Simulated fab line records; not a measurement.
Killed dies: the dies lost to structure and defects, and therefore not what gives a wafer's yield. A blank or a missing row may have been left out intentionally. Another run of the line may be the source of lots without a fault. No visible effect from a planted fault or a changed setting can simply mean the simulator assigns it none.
What tool caused it?	flow gf180mcu	14 lots with 42 wafers sampled at 3 steps, on a route of 602 steps

== WHAT EACH GAUGE READ, for each wafer ==
GF_POLY_GATE_OVL_MEAS_11. Usual: POLY_GATE_OVL typically reads 0 nm, with standard deviation 5.9.
lot	measured	on	POLY_GATE_OVL (nm)	flag
L392	day 9 05:07	overlay-01	-9 -4 -11	
L393	day 9 11:16	overlay-02	11 10 2	
L394	day 9 15:32	overlay-02	-7 -3 -3	
L395	day 10 01:44	overlay-02	14 6 10	
L396	day 10 12:41	overlay-02	5 7 6	
L397	day 10 13:47	overlay-01	-7 -3 -3	
L398	day 11 04:48	overlay-02	-6 -7 -4	
L400	day 11 12:56	overlay-01	-9 -2 -8	
L401	day 11 23:46	overlay-02	-5 4 -3	
L404	day 12 21:20	overlay-02	-1 3 2	
L406	day 13 10:25	overlay-02	-11 -2 -12	
L408	day 14 03:37	overlay-02	1 4 -1	
L409	day 14 05:26	overlay-02	4 6 -6	
L414	day 15 17:20	overlay-01	-3 0 6	

GF_HV_LDD_OVL_MEAS_08. Usual: HV_LDD_OVL typically reads -0.3 nm, with standard deviation 1.2.
lot	measured	on	HV_LDD_OVL (nm)	flag
L392	day 10 01:14	overlay-02	0.6 0.5 -0.3	
L393	day 10 07:26	overlay-01	1.4 -1.6 -1.3	
L394	day 10 10:50	overlay-02	-0.8 -1.1 0.0	
L395	day 10 21:23	overlay-02	-0.6 1.6 0.5	
L396	day 11 10:02	overlay-02	-1.5 -0.1 0.1	
L397	day 11 10:26	overlay-02	-0.7 -0.6 -1.3	
L398	day 12 02:15	overlay-01	0.4 1.7 0.8	
L400	day 12 10:20	overlay-01	-2.6 0.4 0.1	
L401	day 12 21:11	overlay-02	-1.2 -1.0 0.3	
L404	day 13 19:40	overlay-02	0.5 0.6 0.7	
L406	day 14 08:59	overlay-01	1.5 1.5 1.2	
L408	day 15 06:48	overlay-01	-1.2 0.4 -0.4	
L409	day 15 06:29	overlay-02	-0.3 0.1 1.2	
L414	day 16 17:40	overlay-02	0.0 -1.7 -0.6	

GF_HV_LDD_OVL_MEAS_47. Usual: HV_LDD_03_OVL typically reads -0.3 nm, with standard deviation 1.3.
lot	measured	on	HV_LDD_03_OVL (nm)	flag
L392	day 12 08:58	overlay-02	0.5 1.0 0.7	
L393	day 12 17:45	overlay-01	-0.2 0.7 0.4	
L394	day 12 18:50	overlay-02	1.7 0.6 1.8	
L395	day 13 09:32	overlay-01	-1.3 -0.4 -0.9	
L396	day 13 22:56	overlay-02	-3.3 -1.2 -2.6	
L397	day 13 23:41	overlay-01	-1.1 -2.7 -0.8	
L398	day 14 15:18	overlay-02	-0.5 -0.6 -1.4	
L400	day 15 00:01	overlay-02	2.1 0.5 0.4	
L401	day 15 11:26	overlay-02	-0.1 -0.2 -0.9	
L404	day 16 12:20	overlay-01	-2.1 -3.1 -3.7	
L406	day 17 03:23	overlay-01	0.6 0.0 0.1	
L408	day 18 03:28	overlay-01	0.6 -1.0 1.4	
L409	day 18 02:56	overlay-02	-1.3 -0.5 -0.3	
L414	day 19 17:46	overlay-01	-0.2 -0.8 -2.8	

== WHICH TOOL RAN EACH LOT (tool, then ch and the chambers of the sampled wafers, then the start) ==
The record holds no process step before these readings.

== WHAT THE TOOLS THEMSELVES READ (means of the sampled wafers that have a number; where no wafer has one, the mark that the record gives instead) ==
The record holds no such reading with a usual standard deviation.

== THE ANSWER, worked out from the rows above alone ==
Rule: lot off if the mean of its wafers having a number is beyond 3 standard deviations from the usual mean. A lot without any number at a reading at which 4 lots or more have one is off too. Where the step has rows for the other lots, those lots are counted as sound. The gauges are gone through in route order, then the tools' own readings, and for those a lot's mean is taken as printed above. The first step at which some lot is off is used, and at that step the reading that is off furthest; a lot without a number counts as furthest.
None of the lots is off at any reading shown; this tells nothing.

== WHAT WAS PUT IN BY THE SIMULATOR ==
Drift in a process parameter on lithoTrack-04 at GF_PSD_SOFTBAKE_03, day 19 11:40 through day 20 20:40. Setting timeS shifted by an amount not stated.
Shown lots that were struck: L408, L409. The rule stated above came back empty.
